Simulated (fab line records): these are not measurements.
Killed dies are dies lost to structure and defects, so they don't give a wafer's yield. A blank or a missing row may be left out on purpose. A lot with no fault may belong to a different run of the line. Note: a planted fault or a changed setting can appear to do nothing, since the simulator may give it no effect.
Code-filled problem report in 8D (eight disciplines) form | flow sky130 | the parts of the form that need people (team, actions taken, sign-off) are left out

1. PROBLEM STATEMENT
dose_ions_cm2 at SKY_NWELL_IMPLANT_11 reads a mean of 1.8769e+13 on 9 wafers of 3 lots; wafers without a fault read 1.9003e+13 with a standard deviation of 2.3e+10. That is -10 standard deviations from the usual mean.
Seen first at day 6 06:19 on implanter-03, wafer L141.3. Wafers with a number at this step in the record: 45, from 15 lots. Rule for "out", or "out of limits": more than 4 standard deviations from the usual mean. All remaining wafers that have a number are taken as sound.

2. WHAT IT IS, AND WHAT IT ISN'T
question                    | is                     | is not
which readings at this step | dose_ions_cm2          | -
which lots                  | L141, L143, L144       | L137, L139, L140, L146, L147, L149, L153, L154, L155, L156, L157, L158
which wafers of those lots  | all that have a number | -
read on which tools         | implanter-03           | implanter-02, implanter-04
when                        | from day 6 06:19       | up to then (9 sound wafers); but 27 sound wafers of L146, L147, L149, L153, L154, L155, L156, L157, L158 came after

3. THE SUSPECTS, EACH WITH WHAT RULES IT OUT
Counting: a tool stays on the suspect list if, at a process step up to the reading, it processed all lots that are out and no sound lot following the first of them.
- implanter-03 at SKY_NWELL_IMPLANT_11: ruled out as a lasting fault. Sound lots L154, L156, L157 ran on it after its first lot that is out, L141 (day 6 06:19).
Left after counting: nothing in the record.

4. THE CAUSE (what the simulator had put in)
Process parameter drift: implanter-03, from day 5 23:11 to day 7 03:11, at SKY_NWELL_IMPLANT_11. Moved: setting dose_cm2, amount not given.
Counting ruled it out, wrongly.

5. THE EFFECT CHAIN, in route order
Each row: a reading whose mean over the struck wafers that have a number lies more than 3 standard deviations from the usual. Scope: only readings with a usual standard deviation given in the record; hours: median across lots of the time from each lot's start at the first step in this table that gives one to its start at this step; sigmas: change in usual standard deviations.
hours | step                 | reading       | usual      | on struck wafers | change      | sigmas
0     | SKY_NWELL_IMPLANT_11 | dose_ions_cm2 | 1.9003e+13 | 1.8769e+13       | -2.3367e+11 | -10
Its process steps:
- SKY_NWELL_IMPLANT_11

6. HOW IT WOULD HAVE BEEN CAUGHT EARLIER
The fault began at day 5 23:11; the first out-of-limits reading in this record came at day 6 06:19, 7 hours later.
